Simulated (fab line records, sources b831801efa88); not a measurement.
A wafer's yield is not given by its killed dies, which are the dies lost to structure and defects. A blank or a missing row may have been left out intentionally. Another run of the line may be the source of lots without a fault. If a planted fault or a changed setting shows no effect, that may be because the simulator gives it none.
Problem report in the 8D (eight disciplines) form, filled by code ; flow sfq_line ; the parts of the form that need people (team, actions taken, sign-off) are left out

== 1. PROBLEM STATEMENT ==
At SFQ_TRILAYER_M5_ETCH_METAL_ETCH_126, oes_product_au averages 0.852 a.u. over 3 wafers from 2 lots, while fault-free wafers read 0.728 a.u., standard deviation 0.0061. That puts it +20 standard deviations away from the usual mean.
The step: etches Nb in Cl2/BCl3, stops on SiO2, time 203.2 s, target depth 265 nm.
Seen first at day 64 13:57 on rie_metal-04, wafer L785.2. The record has a number at this step for 40 wafers belonging to 14 lots. Rule for "out", or "out of limits": more than 4 standard deviations from the usual mean. All remaining wafers that have a number are taken as sound.

== 2. WHAT IT IS, AND WHAT IT ISN'T ==
question;is;is not
which readings at this step;oes_product_au;drypump_motor_current_A
which lots;L785, L789;L769, L770, L771, L772, L773, L774, L776, L777, L779, L780, L783, L791
which wafers of those lots;L785.2, L789.2, L789.3;L785.1
read on which tools;rie_metal-03, rie_metal-04;rie_metal-02
when;from day 64 13:57;"up to then (34 sound wafers); but 3 sound wafers of L791 came after"

== 3. SUSPECTS, AND WHAT RULES EACH OUT ==
Counting: a tool at a process step up to the reading stays a suspect if it ran every lot that is out. Sound lots after the first of them don't rule it out here, since some wafers of a struck lot are sound.
- pvd_sputter-04 at SFQ_TRILAYER_JJ_TRILAYER_DEP_SPUTTER_109 (material Nb, target thk 150 nm, time 100 s): kept. It ran every lot that is out, first L785 (day 55 03:01); its last sound lot up to then is L780 (day 54 19:37).
- cd_sem-02 at SFQ_TRILAYER_JJ_CE_METRO_MEASURE_117: kept. It ran every lot that is out, first L785 (day 59 10:06); its last sound lot up to then is L783 (day 59 07:42).
Remaining after the count are pvd_sputter-04 at SFQ_TRILAYER_JJ_TRILAYER_DEP_SPUTTER_109 and cd_sem-02 at SFQ_TRILAYER_JJ_CE_METRO_MEASURE_117.

== 4. THE CAUSE (what the simulator had put in) ==
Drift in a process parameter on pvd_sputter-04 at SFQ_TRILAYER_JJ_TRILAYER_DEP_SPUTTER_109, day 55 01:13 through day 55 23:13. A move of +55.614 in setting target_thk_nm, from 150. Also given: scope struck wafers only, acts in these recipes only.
Counting left 2 suspects, and this tool is among them.

== 5. SEQUENCE OF EFFECTS, ordered by route ==
Each row: a reading where the mean over the struck wafers with a number is more than 3 standard deviations away from the usual. Scope: only readings with a usual standard deviation given in the record; hours: median across lots of the time from each lot's start at the first step in this table that gives one to its start at this step; sigmas: change in usual standard deviations.
hours;step;reading;usual;on struck wafers;change;sigmas
0;SFQ_TRILAYER_M5_ETCH_METAL_ETCH_126;oes_product_au;0.728 a.u.;0.852;+0.124;+20
The process steps in it:
- SFQ_TRILAYER_M5_ETCH_METAL_ETCH_126: etches Nb in Cl2/BCl3, stops on SiO2, time 203.2 s, target depth 265 nm.

== 6. HOW IT WOULD HAVE BEEN CAUGHT EARLIER ==
In this record the first reading out of limits was taken at day 64 13:57, 229 hours after the fault began at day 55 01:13.
Tool readings at SFQ_TRILAYER_JJ_TRILAYER_DEP_SPUTTER_109 with a usual standard deviation given in the record: none out on any struck wafer, hence no alarm at a limit of 4 standard deviations on them.
By day 64 13:57, every lot that is out (2) had started SFQ_TRILAYER_JJ_TRILAYER_DEP_SPUTTER_109 on pvd_sputter-04. Holding the tool at that point would not have protected any of them.
